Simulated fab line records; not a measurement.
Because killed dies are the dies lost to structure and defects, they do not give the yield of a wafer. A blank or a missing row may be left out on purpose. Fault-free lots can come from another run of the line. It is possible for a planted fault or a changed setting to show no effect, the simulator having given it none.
2 desks, one fault ; flow sky130 ; what lay behind the numbers comes last; until then each desk has only its own

## AT THE METROLOGY DESK
Means of the sampled wafers that have a number, per lot and without regard to the tool the lot ran on: this is what the gauges read. If a lot's mean is further than 4 standard deviations from the usual mean, the lot is out of limits and carries the mark OUT (the distance appears in the brackets).
Columns: A = METAL1_ALCU_THK at SKY_METAL1_THK_MEAS_06, usual 250 nm; B = cd nm at SKY_METAL1_CD_MEAS_15, usual 139.8 nm; C = METAL1_OVL at SKY_METAL1_OVL_MEAS_16, usual -3 nm
lot;first seen here;A;B;C
L841;day 33 04:57;243;142.5;4
L843;day 33 23:21;251;140.6;-1
L850;day 35 19:34;250;139.3;4
L854;day 37 05:52;252;138.5;-2
L859;day 38 15:17;249;139.2;4
L860;day 38 20:11;254;141.0;-8
Result from this desk: across the 6 lots, nothing is out of limits.

## THE TOOL OWNER'S DESK: rie metal-01
The tool's own readings at SKY_METAL1_ETCH_18 (etches BARC in N2/H2, stops on SiO2, time 45.9 s, target depth 60 nm): means of the sampled wafers that have a number, for each lot that ran on this tool. If a lot's mean is further than 4 standard deviations from the usual mean, the lot is out of limits and carries the mark OUT (the distance appears in the brackets).
Columns: A = drypump motor current A at SKY_METAL1_ETCH_18, usual 5.6 A; B = he backside leak sccm at SKY_METAL1_ETCH_18, usual 3.34 sccm; C = oes product au at SKY_METAL1_ETCH_18, usual 0.855 a.u.; D = throttle valve pct at SKY_METAL1_ETCH_18, usual 13.224 %
lot;first seen here;A;B;C;D
L841;day 34 07:13;6.1;3.42;0.839;13.224
L843;day 35 01:31;5.9;3.26;0.848;13.220
L859;day 39 14:43;6.1;3.34;0.858;13.229
Result from this desk: across the 3 lots, nothing is out of limits.

## PUT TOGETHER
The metrology desk saw nothing out of limits.
The tool owner's desk saw nothing out of limits.

## WHAT THE SIMULATOR HAD PUT IN
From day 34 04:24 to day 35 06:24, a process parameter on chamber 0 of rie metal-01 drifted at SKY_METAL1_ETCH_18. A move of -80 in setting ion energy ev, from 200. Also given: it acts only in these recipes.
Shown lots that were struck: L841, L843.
